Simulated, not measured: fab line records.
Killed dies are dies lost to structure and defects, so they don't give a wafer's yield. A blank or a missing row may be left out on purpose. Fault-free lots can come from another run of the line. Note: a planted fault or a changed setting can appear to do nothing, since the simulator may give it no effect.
Chamber matching	flow sky130	4 sister chambers for SKY_VIA4_CMP_02 on cmp-02
The step polishes SiO2. 7 wafers are shown with their chamber, then 7 later ones without.

== WAFERS, EACH WITH ITS CHAMBER ==
wafer	chamber	motor_current_A (A)
L492.5	0	11.1
L495.2	0	10.9
L496.1	3	9.3
L496.4	1	11.0
L496.6	2	15.6
L500.2	1	10.2
L500.5	2	15.5

== WAFERS WITH NO CHAMBER GIVEN ==
wafer	motor_current_A (A)
L500.6	9.5
L503.1	10.9
L503.5	10.6
L503.6	10.1
L505.3	9.5
L505.4	11.2
L505.5	15.4

== WHICH CHAMBER EACH WENT THROUGH ==
wafer	from the rows above	in truth
L500.6	3	3
L503.1	can't be placed: 0 or 1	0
L503.5	can't be placed: 1 or 0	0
L503.6	can't be placed: 1 or 3 or 0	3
L505.3	3	3
L505.4	can't be placed: 0 or 1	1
L505.5	2	2
Placed correctly: 3 of 7. Can't be placed from these rows: 4 (the true chamber is among the candidates in 4). Number placed wrongly: 0.
How it was worked out, from the rows above alone: a wafer's distance from a chamber is the root of the sum, over the readings, of the square of ((its reading less the chamber's mean) divided by the reading's scatter). If the next closest chamber is less than 2 further off than the closest, the wafer can't be placed; otherwise it belongs to the closest. For every chamber, the mean is computed from those of its wafers that are shown. The scatter is the square root of a quotient: the sum, over the shown wafers, of each reading's squared deviation from its chamber's mean, divided by wafers minus chambers.
